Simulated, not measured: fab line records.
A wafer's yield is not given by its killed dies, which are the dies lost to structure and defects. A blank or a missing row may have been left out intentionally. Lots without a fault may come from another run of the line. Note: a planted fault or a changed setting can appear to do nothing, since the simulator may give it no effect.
Split-lot trial || flow sky130 || 5 lots, 23 wafers read, on a route of 708 steps

THE SPLIT
At SKY_NWELL_STRIP_14 (strips in O2/N2), the setting overash fraction was moved away from the recipe's 0.5 on 5 of the 23 wafers read, by +22.1% to +23.5%. The other wafers ran this setting at the recipe's value.

The split's own step is where the reading is taken.

THE READING
oes product au, in a.u., at SKY_NWELL_STRIP_14 (strips in O2/N2). A value of 0.723 a.u. with a standard deviation of 0.0049 a.u. is what fault-free wafers of this fab line usually give.

{"wafer": "L075.1", "tool, chamber at the split": "plasma asher-02, 0", "overash fraction as run": 0.5, "against the recipe": "recipe", "oes product au, a.u.": 0.718, "against lot-mates on the recipe": "-"}
{"wafer": "L075.2", "tool, chamber at the split": "plasma asher-02, 1", "overash fraction as run": 0.5, "against the recipe": "recipe", "oes product au, a.u.": 0.720, "against lot-mates on the recipe": "-"}
{"wafer": "L075.5", "tool, chamber at the split": "plasma asher-02, 0", "overash fraction as run": 0.5, "against the recipe": "recipe", "oes product au, a.u.": 0.723, "against lot-mates on the recipe": "-"}
{"wafer": "L076.1", "tool, chamber at the split": "plasma asher-02, 1", "overash fraction as run": 0.5, "against the recipe": "recipe", "oes product au, a.u.": 0.724, "against lot-mates on the recipe": "-"}
{"wafer": "L076.3", "tool, chamber at the split": "plasma asher-02, 0", "overash fraction as run": 0.5, "against the recipe": "recipe", "oes product au, a.u.": 0.720, "against lot-mates on the recipe": "-"}
{"wafer": "L076.4", "tool, chamber at the split": "plasma asher-02, 1", "overash fraction as run": 0.5, "against the recipe": "recipe", "oes product au, a.u.": 0.724, "against lot-mates on the recipe": "-"}
{"wafer": "L076.5", "tool, chamber at the split": "plasma asher-02, 1", "overash fraction as run": 0.5, "against the recipe": "recipe", "oes product au, a.u.": 0.725, "against lot-mates on the recipe": "-"}
{"wafer": "L076.6", "tool, chamber at the split": "plasma asher-02, 0", "overash fraction as run": 0.5, "against the recipe": "recipe", "oes product au, a.u.": 0.724, "against lot-mates on the recipe": "-"}
{"wafer": "L077.1", "tool, chamber at the split": "plasma asher-04, 1", "overash fraction as run": 0.6177, "against the recipe": "+23.5%", "oes product au, a.u.": 0.689, "against lot-mates on the recipe": -0.041}
{"wafer": "L077.2", "tool, chamber at the split": "plasma asher-04, 0", "overash fraction as run": 0.6177, "against the recipe": "+23.5%", "oes product au, a.u.": 0.688, "against lot-mates on the recipe": -0.042}
{"wafer": "L077.3", "tool, chamber at the split": "plasma asher-04, 0", "overash fraction as run": 0.6177, "against the recipe": "+23.5%", "oes product au, a.u.": 0.690, "against lot-mates on the recipe": -0.040}
{"wafer": "L077.5", "tool, chamber at the split": "plasma asher-04, 1", "overash fraction as run": 0.5, "against the recipe": "recipe", "oes product au, a.u.": 0.734, "against lot-mates on the recipe": "-"}
{"wafer": "L077.6", "tool, chamber at the split": "plasma asher-04, 0", "overash fraction as run": 0.5, "against the recipe": "recipe", "oes product au, a.u.": 0.727, "against lot-mates on the recipe": "-"}
{"wafer": "L082.1", "tool, chamber at the split": "plasma asher-01, 1", "overash fraction as run": 0.5, "against the recipe": "recipe", "oes product au, a.u.": 0.724, "against lot-mates on the recipe": "-"}
{"wafer": "L082.2", "tool, chamber at the split": "plasma asher-01, 0", "overash fraction as run": 0.6106, "against the recipe": "+22.1%", "oes product au, a.u.": 0.685, "against lot-mates on the recipe": -0.042}
{"wafer": "L082.4", "tool, chamber at the split": "plasma asher-01, 1", "overash fraction as run": 0.5, "against the recipe": "recipe", "oes product au, a.u.": 0.732, "against lot-mates on the recipe": "-"}
{"wafer": "L082.5", "tool, chamber at the split": "plasma asher-01, 0", "overash fraction as run": 0.5, "against the recipe": "recipe", "oes product au, a.u.": 0.725, "against lot-mates on the recipe": "-"}
{"wafer": "L082.6", "tool, chamber at the split": "plasma asher-01, 1", "overash fraction as run": 0.6106, "against the recipe": "+22.1%", "oes product au, a.u.": 0.688, "against lot-mates on the recipe": -0.039}
{"wafer": "L083.1", "tool, chamber at the split": "plasma asher-02, 1", "overash fraction as run": 0.5, "against the recipe": "recipe", "oes product au, a.u.": 0.724, "against lot-mates on the recipe": "-"}
{"wafer": "L083.3", "tool, chamber at the split": "plasma asher-02, 0", "overash fraction as run": 0.5, "against the recipe": "recipe", "oes product au, a.u.": 0.735, "against lot-mates on the recipe": "-"}
{"wafer": "L083.4", "tool, chamber at the split": "plasma asher-02, 1", "overash fraction as run": 0.5, "against the recipe": "recipe", "oes product au, a.u.": 0.719, "against lot-mates on the recipe": "-"}
{"wafer": "L083.5", "tool, chamber at the split": "plasma asher-02, 0", "overash fraction as run": 0.5, "against the recipe": "recipe", "oes product au, a.u.": 0.716, "against lot-mates on the recipe": "-"}
{"wafer": "L083.6", "tool, chamber at the split": "plasma asher-02, 1", "overash fraction as run": 0.5, "against the recipe": "recipe", "oes product au, a.u.": 0.729, "against lot-mates on the recipe": "-"}

FIT RESULTS
A straight line over all 23 wafers: oes product au changes by -0.00159 a.u. for each +1% of overash fraction; r = -0.95; the points scatter about the line by 0.0049 a.u.
The same after taking each lot's own level away (the mean of its wafers on the recipe; 23 wafers): -0.00179 a.u. for each +1%; r = -0.98; scatter 0.004 a.u.
Per that fit: largest overash fraction move, reading shift of 0.042 a.u.
Measured against the standard deviation above, the lots' own levels, which go from 0.7203 to 0.7305 a.u., span 2.1 times it.
Thus the slope moves with the lot-to-lot level: the two fits are different.
Check: -0.0423 a.u. against its lot-mates is what the line predicts for one of the wafers moved furthest among these (+23.5%) when that wafer is left out of the fit. Against them it came out at -0.0415 a.u.
Tool readings at the split's step, against how far the setting was moved: oes product au r = -0.95.

OTHER SPLITS APPLIED TO THESE WAFERS
These wafers also went through other splits before the reading. Each is held against what the fit with the lots' levels taken away leaves over:
{"other split on the same wafers": "SKY_FIELD_ISO_COAT_07 spin rpm", "wafers away from the commonest value": 9, "r with oes product au (lot level and that fit taken away)": "+0.35"}
{"other split on the same wafers": "SKY_NWELL_IMPLANT_12 energy kev", "wafers away from the commonest value": 8, "r with oes product au (lot level and that fit taken away)": "+0.16"}

FILE'S OWN FIT
oes product au changes by -0.0018 a.u. for each +1% of overash fraction, r = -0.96.
